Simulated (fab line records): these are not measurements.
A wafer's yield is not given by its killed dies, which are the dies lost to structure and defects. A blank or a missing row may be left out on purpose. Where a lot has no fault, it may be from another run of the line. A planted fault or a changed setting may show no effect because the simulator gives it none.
The same fault as seen by 2 desks | flow sky130 | what lay behind the numbers comes last; until then each desk has only its own

## AT THE TOOL OWNER'S DESK: wet_bench-03
The tool's own readings at SKY_SONOS_ONO_WET_ETCH_16 (etches SiO2 in dHF, target depth 14 nm, time 280 s): means of the sampled wafers that have a number, for each lot that ran on this tool. If a lot's mean is further than 4 standard deviations from the usual mean, the lot is out of limits and carries the mark OUT (the distance appears in the brackets).
Columns: A = run_length_s at SKY_SONOS_ONO_WET_ETCH_16, usual 308 s; B = temp_c at SKY_SONOS_ONO_WET_ETCH_16, usual 24.99 C
lot  | first seen here | A              | B
L172 | day 17 10:34    | 304            | 25.00
L173 | day 17 21:03    | 306            | 24.85
L174 | day 18 10:54    | 277 (-9.4) OUT | 24.98
L176 | day 18 18:10    | 277 (-9.4) OUT | 25.10
This desk's finding: out of limits on L174, L176; first on L174, day 18 10:54 (run_length_s at SKY_SONOS_ONO_WET_ETCH_16). L172, L173 stayed within limits.

## FROM THE METROLOGY DESK
Means of the sampled wafers that have a number, per lot and without regard to the tool the lot ran on: this is what the gauges read. If a lot's mean is further than 4 standard deviations from the usual mean, the lot is out of limits and carries the mark OUT (the distance appears in the brackets).
Columns: A = VT_ADJUST_LVTN_2_TW at SKY_VT_ADJUST_LVTN_TW_MEAS_21, usual 187.6; B = POLY_GATE_CVD_00_THK at SKY_POLY_GATE_THK_MEAS_01, usual 180.6 nm
lot  | first seen here | A     | B
L159 | day 8 06:08     | 186.6 | 180.2
L160 | day 8 14:31     | 185.8 | 182.9
L165 | day 9 16:56     | 187.0 | 179.9
L166 | day 10 00:47    | 187.1 | 178.7
L167 | day 10 10:06    | 186.8 | 180.5
L169 | day 10 22:41    | 190.9 | 181.0
L170 | day 11 05:37    | 188.0 | 180.3
L172 | day 11 16:53    | 187.3 | 182.8
L173 | day 12 01:59    | 189.5 | 181.3
L174 | day 12 10:46    | 189.6 | 180.9
L176 | day 12 19:52    | 188.6 | 178.3
L179 | day 13 22:58    | 188.0 | 181.3
L180 | day 14 03:01    | 187.8 | 179.1
L181 | day 14 11:53    | 186.9 | 181.7
Result from this desk: across the 14 lots, nothing is out of limits.

## PUT TOGETHER
On L174, L176, at day 18 10:54, an alarm was possible from the tool owner's desk.
The metrology desk saw nothing out of limits.
The metrology desk holds a record of L174, L176, inside its limits.
Every lot named ran SKY_SONOS_ONO_WET_ETCH_16 on wet_bench-03.

## WHAT THE SIMULATOR PUT IN
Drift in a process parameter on wet_bench-03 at SKY_SONOS_ONO_WET_ETCH_16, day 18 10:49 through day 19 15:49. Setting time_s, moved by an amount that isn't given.
Shown lots that were struck: L174, L176.
Each desk's first reading out of limits, in hours after the fault started: the tool owner's desk, 0.
